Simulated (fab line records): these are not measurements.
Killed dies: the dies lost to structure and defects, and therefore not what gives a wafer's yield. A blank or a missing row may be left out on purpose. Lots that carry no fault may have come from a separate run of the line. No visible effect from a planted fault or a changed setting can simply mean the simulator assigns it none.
fab line records	flow sky130
record: lots: 13	wafers: 39	last_day: 50
route steps=708 shown PWDE@84 VT_ADJUST_LVTN@116 VT_ADJUST_HVTR@139 SONOS_ONO@169
lots that met no fault: from a run of the same line without faults
start_h: start of the lot's first displayed wafer, in hours after the record's first day	wait_h: how many hours have passed since the lot's step before this one	" the same as in the row above	L1.1+2: a single row standing in for several wafers	- value missing, or start not given	* or withheld: withheld	< > ~ a bound
route shown NAME@n: NAME is a module with steps in the file, n the number in the route of the first one	usual: mean/standard deviation of fault-free wafers	same: alike in all rows	chamber/n: place in a boat	sites: per-site readings	_std_site: the values' standard deviation	_edge_site: mean of outer sites minus mean of inner sites	radius_mm: how far each site lies from the wafer's centre	mask NAME#n: copy n	behind: the last tool/chamber to shape the wafer	hold: why the lot was held/for how many hours/how that ended	device: transistor that didn't switch, given as n, p or np	end of line: tests run on the same wafers once the route is complete	a step with no rows: only its recipe	killed: dies that structure and defects cost at the first sort, which is not the same as the wafer's yield	map: per-die view of a wafer (x killed, . not killed, _ where there is no die)
set.NAME: the setting as run; set.NAME@STEP: as run at that earlier step	model.NAME: the simulator's own value behind a step, which no gauge read
one table for each step of the route and one row for each wafer, over a sample of lots
services: the hour from which a tool's chamber was out of use, counted from the record's first day as start_h (under 0 if before that day), plus the number of hours and why
== steps ==
step: SKY_NWELL_RS_MEAS_31
recipe: thk_meas_gauge: four-point-probe
usual: PWDE_RS: 5277/14
lot.wafer	tool	chamber	start_h	wait_h	PWDE_RS[ohm/sq]
L101.1	film_metro-03	-	103.34	0.1	5276
L101.3	"	-	"	"	5264
L101.6	"	-	"	"	5269
L104.1	film_metro-02	-	122.19	0.1	5265
L104.4	"	-	"	"	5296
L104.5	"	-	"	"	5264
L105.1	film_metro-03	-	123.91	0.1	5272
L105.2	"	-	"	"	5259
L105.5	"	-	"	"	5261
L106.1	film_metro-03	-	131.81	0.1	5267
L106.3	"	-	"	"	5264
L106.6	"	-	"	"	5279
L110.4	film_metro-03	-	177.95	0.1	5271
L110.5	"	-	"	"	5284
L110.6	"	-	"	"	5266
L117.2	film_metro-02	-	203.21	0.1	5264
L117.5	"	-	"	"	5269
L117.6	"	-	"	"	5263
L119.3	film_metro-02	-	210.63	0.1	5247
L119.5	"	-	"	"	5264
L119.6	"	-	"	"	5261
L118.1	film_metro-02	-	212.89	0.1	5285
L118.3	"	-	"	"	5297
L118.5	"	-	"	"	5282
L120.1	film_metro-01	-	221.23	0.1	5279
L120.3	"	-	"	"	5275
L120.6	"	-	"	"	5289
L121.1	film_metro-03	-	227.69	0.1	5289
L121.3	"	-	"	"	5297
L121.4	"	-	"	"	5292
L122.1	film_metro-01	-	235.63	0.1	5288
L122.3	"	-	"	"	5297
L122.6	"	-	"	"	5300
L123.1	film_metro-01	-	240.05	0.1	5283
L123.3	"	-	"	"	5282
L123.5	"	-	"	"	5293
L124.1	film_metro-01	-	242.46	0.1	5284
L124.3	"	-	"	"	5282
L124.5	"	-	"	"	5271
step: SKY_VT_ADJUST_LVTN_IMPLANT_19
recipe: species: B	energy_kev: 30	dose_cm2: 6.5e+11	tilt_deg: withheld
usual: beam_on_s: 10.00/0.22	faraday_current_uA: 3.67/0.08
lot.wafer	tool	chamber	start_h	wait_h	beam_on_s	faraday_current_uA
L101.1	implanter-03	0	160.19	0.0	9.56	3.83
L101.3	"	0	"	"	10.11	3.62
L101.6	"	0	"	"	10.07	3.65
L104.1	implanter-01	0	181.29	0.0	10.06	3.65
L104.4	"	0	"	"	9.96	3.67
L104.5	"	0	"	"	9.76	3.76
L105.1	implanter-03	0	184.66	0.0	9.69	3.78
L105.2	"	0	"	"	9.69	3.77
L105.5	"	0	"	"	9.90	3.70
L105.1	implanter-03	0	184.98	0.3	9.72	3.77
L105.2	"	0	"	"	9.90	3.71
L105.5	"	0	"	"	9.62	3.79
L106.1	implanter-03	0	191.66	0.0	10.13	3.62
L106.3	"	0	"	"	9.86	3.71
L106.6	"	0	"	"	10.25	3.59
L110.4	implanter-02	0	241.97	0.1	10.14	3.63
L110.5	"	0	"	"	10.18	3.59
L110.6	"	0	"	"	10.17	3.59
L110.4	implanter-02	0	242.42	0.4	9.77	3.76
L110.5	"	0	"	"	10.31	3.55
L110.6	"	0	"	"	10.14	3.62
L117.2	implanter-03	0	272.28	0.0	9.99	3.68
L117.5	"	0	"	"	9.75	3.77
L117.6	"	0	"	"	10.05	3.65
L119.3	implanter-02	0	279.44	0.1	10.07	3.64
L119.5	"	0	"	"	9.83	3.73
L119.6	"	0	"	"	9.73	3.75
L118.1	implanter-03	0	282.14	0.0	10.22	3.57
L118.3	"	0	"	"	10.05	3.65
L118.5	"	0	"	"	10.10	3.63
L120.1	implanter-02	0	291.74	0.0	9.85	3.72
L120.3	"	0	"	"	9.78	3.74
L120.6	"	0	"	"	10.42	3.51
L121.1	implanter-01	0	299.19	0.0	10.09	3.64
L121.3	"	0	"	"	9.79	3.72
L121.4	"	0	"	"	10.03	3.65
L122.1	implanter-03	0	307.51	0.0	10.14	3.63
L122.3	"	0	"	"	10.13	3.64
L122.6	"	0	"	"	10.14	3.62
L123.1	implanter-03	0	313.09	0.0	10.58	3.44
L123.3	"	0	"	"	9.98	3.67
L123.5	"	0	"	"	10.15	3.63
L124.1	implanter-02	0	316.59	0.0	10.27	3.57
L124.3	"	0	"	"	10.12	3.62
L124.5	"	0	"	"	9.92	3.68
step: SKY_VT_ADJUST_LVTN_TW_MEAS_21
usual: VT_ADJUST_LVTN_2_TW: 189.2/0.78
lot.wafer	tool	chamber	start_h	wait_h	VT_ADJUST_LVTN_2_TW
L101.1	film_metro-01	-	160.44	0.1	188.6
L101.3	"	-	"	"	189.4
L101.6	"	-	"	"	188.9
L104.1	film_metro-04	-	181.54	0.1	188.5
L104.4	"	-	"	"	189.5
L104.5	"	-	"	"	188.5
L105.1	film_metro-03	-	185.23	0.1	231.3
L105.2	"	-	"	"	232.0
L105.5	"	-	"	"	232.8
L106.1	film_metro-04	-	191.91	0.1	188.1
L106.3	"	-	"	"	188.9
L106.6	"	-	"	"	188.8
L110.4	film_metro-04	-	242.62	0.1	229.4
L110.5	"	-	"	"	228.1
L110.6	"	-	"	"	229.4
L117.2	film_metro-01	-	272.52	0.1	188.9
L117.5	"	-	"	"	189.3
L117.6	"	-	"	"	188.9
L119.3	film_metro-01	-	279.66	0.1	189.4
L119.5	"	-	"	"	190.1
L119.6	"	-	"	"	189.9
L118.1	film_metro-04	-	282.39	0.1	188.6
L118.3	"	-	"	"	188.9
L118.5	"	-	"	"	187.8
L120.1	film_metro-01	-	291.99	0.1	188.9
L120.3	"	-	"	"	189.4
L120.6	"	-	"	"	190.2
L121.1	film_metro-01	-	299.44	0.1	190.0
L121.3	"	-	"	"	189.0
L121.4	"	-	"	"	189.8
L122.1	film_metro-04	-	307.76	0.1	188.7
L122.3	"	-	"	"	189.7
L122.6	"	-	"	"	189.6
L123.1	film_metro-03	-	313.34	0.1	190.6
L123.3	"	-	"	"	190.2
L123.5	"	-	"	"	190.3
L124.1	film_metro-01	-	316.86	0.1	189.8
L124.3	"	-	"	"	189.9
L124.5	"	-	"	"	190.0
step: SKY_VT_ADJUST_HVTR_OVL_MEAS_08
usual: VT_ADJUST_HVTR_OVL: 0.7/1.5
lot.wafer	tool	chamber	start_h	wait_h	VT_ADJUST_HVTR_OVL[nm]
L101.1	overlay-01	-	199.77	0.1	0.9
L101.3	"	-	"	"	0.0
L101.6	"	-	"	"	2.3
L104.1	overlay-01	-	222.33	0.1	2.3
L104.4	"	-	"	"	1.8
L104.5	"	-	"	"	0.7
L105.1	overlay-02	-	226.22	0.1	1.3
L105.2	"	-	"	"	1.1
L105.5	"	-	"	"	2.5
L106.1	overlay-02	-	234.67	0.1	1.3
L106.3	"	-	"	"	-0.8
L106.6	"	-	"	"	-0.3
L110.4	overlay-02	-	289.43	0.1	-0.2
L110.5	"	-	"	"	1.1
L110.6	"	-	"	"	0.6
L117.2	overlay-02	-	323.03	0.1	0.6
L117.5	"	-	"	"	2.8
L117.6	"	-	"	"	2.1
L119.3	overlay-01	-	331.40	0.1	-1.5
L119.5	"	-	"	"	-1.3
L119.6	"	-	"	"	-0.3
L118.1	overlay-01	-	334.62	0.1	-1.0
L118.3	"	-	"	"	-1.7
L118.5	"	-	"	"	-0.3
L120.1	overlay-02	-	344.74	0.1	2.9
L120.3	"	-	"	"	0.6
L120.6	"	-	"	"	0.8
L121.1	overlay-02	-	353.87	0.1	2.9
L121.3	"	-	"	"	3.3
L121.4	"	-	"	"	1.9
L122.1	overlay-01	-	360.23	0.1	0.5
L122.3	"	-	"	"	1.0
L122.6	"	-	"	"	1.7
L123.1	overlay-01	-	367.41	0.1	1.9
L123.3	"	-	"	"	0.1
L123.5	"	-	"	"	-0.6
L124.1	overlay-02	-	370.18	0.1	2.6
L124.3	"	-	"	"	-0.9
L124.5	"	-	"	"	1.7
step: SKY_SONOS_ONO_THK_MEAS_01
recipe: reads: SiO2_of_SONOS_ONO_OXIDATION_00
usual: SONOS_ONO_OXIDATION_THK: 2.61/0.06
lot.wafer	tool	chamber	start_h	wait_h	SONOS_ONO_OXIDATION_THK[nm]
L101.1	film_metro-01	-	247.45	0.0	2.68
L101.3	"	-	"	"	2.69
L101.6	"	-	"	"	2.60
L104.1	film_metro-04	-	272.01	0.0	2.57
L104.4	"	-	"	"	2.59
L104.5	"	-	"	"	2.59
L105.1	film_metro-02	-	275.66	0.0	2.70
L105.2	"	-	"	"	2.68
L105.5	"	-	"	"	2.70
L106.1	film_metro-02	-	284.37	0.0	2.61
L106.3	"	-	"	"	2.64
L106.6	"	-	"	"	2.68
L110.4	film_metro-04	-	345.92	0.1	2.63
L110.5	"	-	"	"	2.56
L110.6	"	-	"	"	2.68
L117.2	film_metro-02	-	380.41	0.0	2.59
L117.5	"	-	"	"	2.57
L117.6	"	-	"	"	2.58
L119.3	film_metro-01	-	389.12	0.0	2.66
L119.5	"	-	"	"	2.61
L119.6	"	-	"	"	2.66
L118.1	film_metro-01	-	391.90	0.0	2.62
L118.3	"	-	"	"	2.62
L118.5	"	-	"	"	2.68
L120.1	film_metro-04	-	403.56	0.0	2.50
L120.3	"	-	"	"	2.59
L120.6	"	-	"	"	2.59
L121.1	film_metro-04	-	414.25	0.0	2.64
L121.3	"	-	"	"	2.54
L121.4	"	-	"	"	2.59
L122.1	film_metro-04	-	419.65	0.0	2.55
L122.3	"	-	"	"	2.55
L122.6	"	-	"	"	2.55
L123.1	film_metro-02	-	430.60	0.0	2.52
L123.3	"	-	"	"	2.56
L123.5	"	-	"	"	2.60
L124.1	film_metro-04	-	430.60	0.0	2.55
L124.3	"	-	"	"	2.49
L124.5	"	-	"	"	2.57
== services ==
tool	chamber	start_h	hours	kind
implanter-02	-	148.50	4.3	pm
implanter-02	-	163.51	24.8	pm
implanter-03	-	171.25	0.7	repair
implanter-01	-	192.82	4.2	repair
implanter-03	-	297.50	2.0	repair
== key ==
first_sign: step: SKY_VT_ADJUST_LVTN_IMPLANT_19	reading: visit	direction: added
effect: step: SKY_VT_ADJUST_LVTN_TW_MEAS_21	reading: VT_ADJUST_LVTN_2_TW	direction: up	sigmas: 53	usual: 189.2	struck: 230.5
met_at SKY_VT_ADJUST_LVTN_IMPLANT_19
struck_lots L105,L110
tester_left_out L105,L110
not_acting_at SKY_NWELL_RS_MEAS_31,SKY_VT_ADJUST_HVTR_OVL_MEAS_08,SKY_SONOS_ONO_THK_MEAS_01
fault: kind: repeated_step_whole	tool: implanter-01,implanter-02,implanter-03	chamber: -	onset_h: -	steps: SKY_VT_ADJUST_LVTN_IMPLANT_19	times: 1	scope: struck_lots_only
tester_left_out: of these lots the tester's yield and bins aren't shown, on N5 and GAA mostly nor the transistor test; their killed dies are dies lost to structure and defects alone, not to doping, threshold or leakage, so they don't give the yield
